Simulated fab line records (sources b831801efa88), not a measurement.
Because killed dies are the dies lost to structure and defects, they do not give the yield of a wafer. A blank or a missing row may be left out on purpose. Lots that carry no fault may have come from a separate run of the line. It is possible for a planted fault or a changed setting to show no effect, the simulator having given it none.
Split-lot experiment | flow sky130 | 5 lots, 23 wafers read, on a route of 708 steps

== THE SPLIT ==
At SKY_VT_ADJUST_PCH_COAT_02 (resist thk 3000 nm), the setting spinRpm was moved away from the recipe's 2000 rpm on 10 of the 23 wafers read, by -4.1% to +7.0%. The other wafers ran this setting at the recipe's value.

The reading is taken at the split's own step.

== THE READING ==
coat_of_VT_ADJUST_PCH_COAT_02.thkNm (the simulator's own value, which no gauge read), in nm, at SKY_VT_ADJUST_PCH_COAT_02 (resist thk 3000 nm). The file does not state a usual value for it. Average 3006 nm, standard deviation 6 nm, over the 13 wafers here run with the recipe.

wafer  | tool, chamber at the split | spinRpm as run, rpm | against the recipe | coat_of_VT_ADJUST_PCH_COAT_02.thkNm, nm | against lot-mates on the recipe
L075.1 | lithoTrack-01, 0           | 2092                | +4.6%              | 2938                                    | -72
L075.2 | lithoTrack-01, 0           | 2000                | recipe             | 3010                                    | -
L075.4 | lithoTrack-01, 0           | 2000                | recipe             | 3004                                    | -
L075.5 | lithoTrack-01, 0           | 2092                | +4.6%              | 2949                                    | -61
L075.6 | lithoTrack-01, 0           | 2000                | recipe             | 3015                                    | -
L078.1 | lithoTrack-01, 0           | 2000                | recipe             | 3004                                    | -
L078.4 | lithoTrack-01, 0           | 2000                | recipe             | 3005                                    | -
L078.6 | lithoTrack-01, 0           | 2000                | recipe             | 3008                                    | -
L079.1 | lithoTrack-02, 0           | 1917                | -4.1%              | 3083                                    | +73
L079.3 | lithoTrack-02, 0           | 2000                | recipe             | 3016                                    | -
L079.4 | lithoTrack-02, 0           | 1917                | -4.1%              | 3067                                    | +57
L079.5 | lithoTrack-02, 0           | 1917                | -4.1%              | 3079                                    | +69
L079.6 | lithoTrack-02, 0           | 2000                | recipe             | 3004                                    | -
L084.1 | lithoTrack-02, 0           | 2140                | +7.0%              | 2908                                    | -96
L084.3 | lithoTrack-02, 0           | 2000                | recipe             | 2996                                    | -
L084.4 | lithoTrack-02, 0           | 2140                | +7.0%              | 2906                                    | -98
L084.5 | lithoTrack-02, 0           | 2140                | +7.0%              | 2911                                    | -93
L084.6 | lithoTrack-02, 0           | 2000                | recipe             | 3012                                    | -
L085.1 | lithoTrack-01, 0           | 2073                | +3.6%              | 2943                                    | -57
L085.2 | lithoTrack-01, 0           | 2000                | recipe             | 2997                                    | -
L085.3 | lithoTrack-01, 0           | 2000                | recipe             | 3004                                    | -
L085.4 | lithoTrack-01, 0           | 2073                | +3.6%              | 2940                                    | -60
L085.6 | lithoTrack-01, 0           | 2000                | recipe             | 3000                                    | -

FIT RESULTS
A straight line over all 23 wafers: coat_of_VT_ADJUST_PCH_COAT_02.thkNm changes by -15 nm for each +1% of spinRpm; r = -0.99; the points scatter about the line by 7.7 nm.
The same after taking each lot's own level away (the mean of its wafers on the recipe; 23 wafers): -14.6 nm for each +1%; r = -0.99; scatter 6 nm.
Per that fit: largest spinRpm move, reading shift of 1e+02 nm.
Measured against the standard deviation above, the lots' own levels, which go from 3000.3 to 3010.0 nm, span 1.6 times it.
The two slopes agree, so the slope changes little with the lot-to-lot level.
Check: -102 nm against its lot-mates is what the line predicts for one of the wafers moved furthest among these (+7.0%) when that wafer is left out of the fit. Against them it came out at -96 nm.

== THE WHOLE CHAIN: every reading that the file lists as answering this split, in the file's order ==
step                       | what it does       | reading                                                                              | change (the file's fit)              | r (the file's)
SKY_VT_ADJUST_PCH_COAT_02  | resist thk 3000 nm | coat_of_VT_ADJUST_PCH_COAT_02.thkNm (the simulator's own value, which no gauge read) | -14.5 nm for each +1% of the setting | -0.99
SKY_VT_ADJUST_PCH_STRIP_09 | strips in O2/N2    | stripTimeToEndpointS                                                                 | withheld for each +1% of the setting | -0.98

== FILE'S OWN FIT ==
coat_of_VT_ADJUST_PCH_COAT_02.thkNm changes by -14.5 nm for each +1% of spinRpm, r = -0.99.
